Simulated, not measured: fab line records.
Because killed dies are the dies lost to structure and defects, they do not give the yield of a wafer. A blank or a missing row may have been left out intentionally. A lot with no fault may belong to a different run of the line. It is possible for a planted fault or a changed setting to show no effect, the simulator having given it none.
What tool caused it?	flow sky130	Sampling: 12 lots, 36 wafers, 2 of 708 route steps

## WHAT THE GAUGES READ, wafer by wafer
SKY_PWDE_TW_MEAS_10.
lot	measured	on	PWDE_TW
L339	day 4 02:25	filmMetro-02	372.1 372.8 374.5
L341	day 4 14:57	filmMetro-04	370.6 372.3 371.5
L344	day 5 04:19	filmMetro-04	369.5 372.5 370.9
L345	day 5 10:03	filmMetro-02	371.8 372.5 371.5
L346	day 5 16:36	filmMetro-02	372.3 371.8 371.6
L348	day 6 03:23	filmMetro-04	373.9 373.6 374.5
L349	day 6 08:13	filmMetro-01	368.9 369.6 369.1
L350	day 6 17:35	filmMetro-01	370.0 369.9 368.4
L351	day 7 00:45	filmMetro-04	372.1 372.1 373.9
L352	day 7 16:59	filmMetro-02	376.3 375.3 376.1
L354	day 7 17:25	filmMetro-02	376.3 374.2 375.1
L358	day 8 19:02	filmMetro-01	368.8 367.6 370.6

## WHICH TOOL RAN EACH LOT (tool, then ch and the chambers of the sampled wafers, then the start)
lot	SKY_FIELD_ISO_ETCH_15
L339	rieDiel-02 ch 1,3, day 2 10:18
L341	rieDiel-02 ch 1,3, day 2 21:39
L344	rieDiel-02 ch 1,2,3, day 3 10:58
L345	rieDiel-03 ch 2,3, day 3 16:52
L346	rieDiel-01 ch 0,1, day 3 23:54
L348	rieDiel-03 ch 0,2, day 4 09:14
L349	rieDiel-02 ch 0,2,3, day 4 16:03
L350	rieDiel-02 ch 1,2,3, day 4 23:09
L351	rieDiel-03 ch 0,2,3, day 5 01:57
L352	rieDiel-02 ch 0,3, day 5 06:06
L354	rieDiel-01 ch 1,3, day 5 14:26
L358	rieDiel-02 ch 0,2,3, day 6 18:32
- SKY_FIELD_ISO_ETCH_15: etches the open film in CHF3/O2, stops on Si, target depth 180 nm, time 72 s.

## WHAT THE TOOLS THEMSELVES READ (means of the sampled wafers that have a number; where no wafer has one, the mark that the record gives instead)
SKY_FIELD_ISO_ETCH_15.
lot	tool	drypumpMotorCurrentA (A)	oesProductAu (a.u.)	runLengthS (s)	throttleValvePct (%)
L339	rieDiel-02	5.19	0.953	99.8	8.857
L341	rieDiel-02	5.21	0.944	99.9	8.858
L344	rieDiel-02	5.52	0.949	100.0	8.847
L345	rieDiel-03	5.53	0.948	99.7	8.841
L346	rieDiel-01	5.81	0.942	100.1	8.846
L348	rieDiel-03	5.66	0.938	100.3	8.839
L349	rieDiel-02	5.56	0.944	100.5	8.844
L350	rieDiel-02	5.51	0.951	100.0	8.845
L351	rieDiel-03	5.61	0.951	100.2	8.839
L352	rieDiel-02	5.39	0.950	100.4	8.851
L354	rieDiel-01	5.65	0.958	100.0	8.857
L358	rieDiel-02	5.56	0.946	100.4	8.833

## THE ANSWER, worked out from the rows above alone
Rule: usual is defined by the lots themselves. Put in order of their means at a reading, lots are off if they are a third of the lots or fewer, leave a main group of 4 or more, and stand apart from it by a gap of 3 or more times the standard deviation of the main group's means; of several such gaps the widest counts. A main group is skipped when, at the precision printed for the reading in the tables above, its means are all equal. A lot without any number at a reading at which 4 lots or more have one is off too. All remaining lots with rows at the step are treated as sound. First the gauges in route order, then the tools' own readings, where a lot's mean is used as printed above. The first step at which some lot is off is used, and at that step the reading that is off furthest; a lot without a number counts as furthest.
Nothing can be told from this: no lot is off at any reading shown.

## WHAT THE SIMULATOR HAD INSERTED
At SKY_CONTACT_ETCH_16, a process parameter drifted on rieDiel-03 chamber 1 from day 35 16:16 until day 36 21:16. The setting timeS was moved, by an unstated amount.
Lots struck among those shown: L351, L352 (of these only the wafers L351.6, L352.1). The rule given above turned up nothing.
